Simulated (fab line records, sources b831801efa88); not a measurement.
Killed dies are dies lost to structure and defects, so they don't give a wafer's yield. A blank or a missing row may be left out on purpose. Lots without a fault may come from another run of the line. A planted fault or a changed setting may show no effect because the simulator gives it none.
Which tool did it? | flow sky130 | 6 lots, 18 wafers sampled, at 1 step of a route of 708

WHAT THE GAUGES READ, wafer by wafer
SKY_VT_ADJUST_HVTR_TW_MEAS_11.
lot  | measured     | on            | VT_ADJUST_HVTR_TW
L912 | day 9 13:41  | film_metro-03 | 211.6 209.2 210.8
L916 | day 11 18:54 | film_metro-02 | 213.7 212.7 213.3
L917 | day 12 02:53 | film_metro-03 | 209.5 210.0 209.4
L921 | day 12 16:10 | film_metro-04 | 212.6 212.6 213.6
L931 | day 15 19:05 | film_metro-02 | 214.2 213.4 212.7
L933 | day 16 06:35 | film_metro-03 | 210.3 211.3 211.0

WHICH TOOL RAN EACH LOT (tool, then ch and the chambers of the sampled wafers, then the start)
The record holds no process step before these readings.

THE ANSWER, worked out from the rows above alone
Rule: what is usual is taken from the lots themselves. Put in order of their means at a reading, lots are off if they are a third of the lots or fewer, leave a main group of 4 or more, and stand apart from it by a gap of 3 or more times the standard deviation of the main group's means; of several such gaps the widest counts. A main group whose means are all the same, to the digits that the tables above print for the reading, isn't used. A lot without any number at a reading at which 4 lots or more have one is off too. The other lots that the step has rows for count as sound.
No lot is off at any reading shown: from this, nothing can be told.

WHAT THE SIMULATOR HAD PUT IN
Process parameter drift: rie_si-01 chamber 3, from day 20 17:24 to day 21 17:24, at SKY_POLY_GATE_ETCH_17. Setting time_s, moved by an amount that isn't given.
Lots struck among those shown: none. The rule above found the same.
